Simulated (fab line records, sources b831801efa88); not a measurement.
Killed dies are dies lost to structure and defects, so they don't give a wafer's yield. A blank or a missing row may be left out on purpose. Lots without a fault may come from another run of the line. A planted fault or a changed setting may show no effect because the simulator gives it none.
Which tool did it? | flow sky130 | 14 lots, 42 wafers sampled, at 3 steps of a route of 708

WHAT THE GAUGES READ, wafer by wafer
SKY_METAL3_CD_MEAS_13: target cd 300 nm. Usual: cd_nm 300.1 nm, standard deviation 1.4.
lot  | measured     | on        | cd_nm (nm)        | flag
L817 | day 38 13:22 | cd_sem-02 | 297.7 298.2 298.0 |
L818 | day 38 18:25 | cd_sem-02 | 302.0 302.7 300.3 |
L820 | day 39 07:47 | cd_sem-02 | 298.6 299.7 299.7 |
L819 | day 39 10:17 | cd_sem-01 | 301.3 299.7 301.8 |
L821 | day 39 12:41 | cd_sem-01 | 298.1 298.4 299.3 |
L822 | day 40 00:28 | cd_sem-02 | 301.0 301.0 301.4 |
L823 | day 41 05:34 | cd_sem-01 | 300.7 301.6 300.2 |
L824 | day 41 08:22 | cd_sem-01 | 298.2 297.2 299.4 |
L828 | day 41 16:13 | cd_sem-02 | 301.5 301.4 301.8 |
L830 | day 42 11:47 | cd_sem-01 | 212.5 201.6 198.4 | OFF
L831 | day 42 17:29 | cd_sem-01 | 267.9 235.6 190.9 | OFF
L832 | day 42 18:28 | cd_sem-01 | 300.5 301.6 301.1 |
L833 | day 43 00:32 | cd_sem-02 | 301.8 301.1 301.1 |
L838 | day 44 10:40 | cd_sem-01 | 300.1 300.9 300.1 |

WHICH TOOL RAN EACH LOT (tool, then ch and the chambers of the sampled wafers, then the start)
lot  | SKY_METAL3_SPUTTER_01        | SKY_METAL3_EXPOSE_10
L817 | pvd_sputter-02, day 36 10:52 | krf_scanner-01 ch 0, day 38 01:52
L818 | pvd_sputter-03, day 36 14:52 | krf_scanner-02 ch 0, day 38 06:03
L820 | pvd_sputter-01, day 37 04:35 | krf_scanner-01 ch 0, day 38 19:25
L819 | pvd_sputter-02, day 37 06:39 | krf_scanner-01 ch 0, day 38 22:08
L821 | pvd_sputter-01, day 37 09:30 | krf_scanner-02 ch 0, day 39 00:46
L822 | pvd_sputter-01, day 37 21:03 | krf_scanner-02 ch 0, day 39 12:04
L823 | pvd_sputter-03, day 39 04:13 | krf_scanner-01 ch 0, day 40 17:23
L824 | pvd_sputter-02, day 39 06:53 | krf_scanner-02 ch 0, day 40 20:16
L828 | pvd_sputter-01, day 39 14:55 | krf_scanner-01 ch 0, day 41 04:55
L830 | pvd_sputter-01, day 40 09:37 | krf_scanner-02 ch 0, day 42 00:34
L831 | pvd_sputter-01, day 40 16:58 | krf_scanner-02 ch 0, day 42 06:14
L832 | pvd_sputter-02, day 40 18:11 | krf_scanner-01 ch 0, day 42 07:30
L833 | pvd_sputter-03, day 41 00:58 | krf_scanner-01 ch 0, day 42 12:38
L838 | pvd_sputter-02, day 42 12:02 | krf_scanner-01 ch 0, day 43 23:12
- SKY_METAL3_SPUTTER_01: material TiN, target thk 20 nm, time 16.7 s.
- SKY_METAL3_EXPOSE_10: exposes mask MM3, target cd 300 nm.

WHAT THE TOOLS THEMSELVES READ (means of the sampled wafers that have a number; where no wafer has one, the mark that the record gives instead)
SKY_METAL3_SPUTTER_01. Usual: chamber_pressure_pa 0.4001 Pa, standard deviation 0.00085; throttle_valve_pct 29.9 %, standard deviation 1.
lot  | tool           | chamber_pressure_pa (Pa) | throttle_valve_pct (%) | flag
L817 | pvd_sputter-02 | 0.4000                   | 29.1                   |
L818 | pvd_sputter-03 | 0.4001                   | 30.9                   |
L820 | pvd_sputter-01 | 0.4002                   | 29.7                   |
L819 | pvd_sputter-02 | 0.4008                   | 29.4                   |
L821 | pvd_sputter-01 | 0.4001                   | 30.4                   |
L822 | pvd_sputter-01 | 0.3991                   | 30.4                   |
L823 | pvd_sputter-03 | 0.4003                   | 29.7                   |
L824 | pvd_sputter-02 | 0.3995                   | 29.3                   |
L828 | pvd_sputter-01 | 0.3999                   | 30.0                   |
L830 | pvd_sputter-01 | 0.4004                   | 29.1                   |
L831 | pvd_sputter-01 | 0.3998                   | 30.4                   |
L832 | pvd_sputter-02 | 0.3996                   | 29.3                   |
L833 | pvd_sputter-03 | 0.3999                   | 30.7                   |
L838 | pvd_sputter-02 | 0.4008                   | 29.5                   |

THE ANSWER, worked out from the rows above alone
Rule: a lot is off if the mean of its wafers that have a number lies more than 3 standard deviations from the usual mean. A lot without any number at a reading at which 4 lots or more have one is off too. The other lots that the step has rows for count as sound. The gauges are gone through in route order, then the tools' own readings, and for those a lot's mean is taken as printed above. The first step at which some lot is off is used, and at that step the reading that is off furthest; a lot without a number counts as furthest.
Off: L830, L831, at SKY_METAL3_CD_MEAS_13 (cd_nm).
A tool fits if, at a process step before that reading, it ran every lot that is off, and no sound lot after the first of them. The gauges at SKY_METAL3_CD_MEAS_13 are tried like those tools. Can't be told from this: 2 tools fit, pvd_sputter-01 at SKY_METAL3_SPUTTER_01, krf_scanner-02 at SKY_METAL3_EXPOSE_10.

WHAT THE SIMULATOR HAD PUT IN
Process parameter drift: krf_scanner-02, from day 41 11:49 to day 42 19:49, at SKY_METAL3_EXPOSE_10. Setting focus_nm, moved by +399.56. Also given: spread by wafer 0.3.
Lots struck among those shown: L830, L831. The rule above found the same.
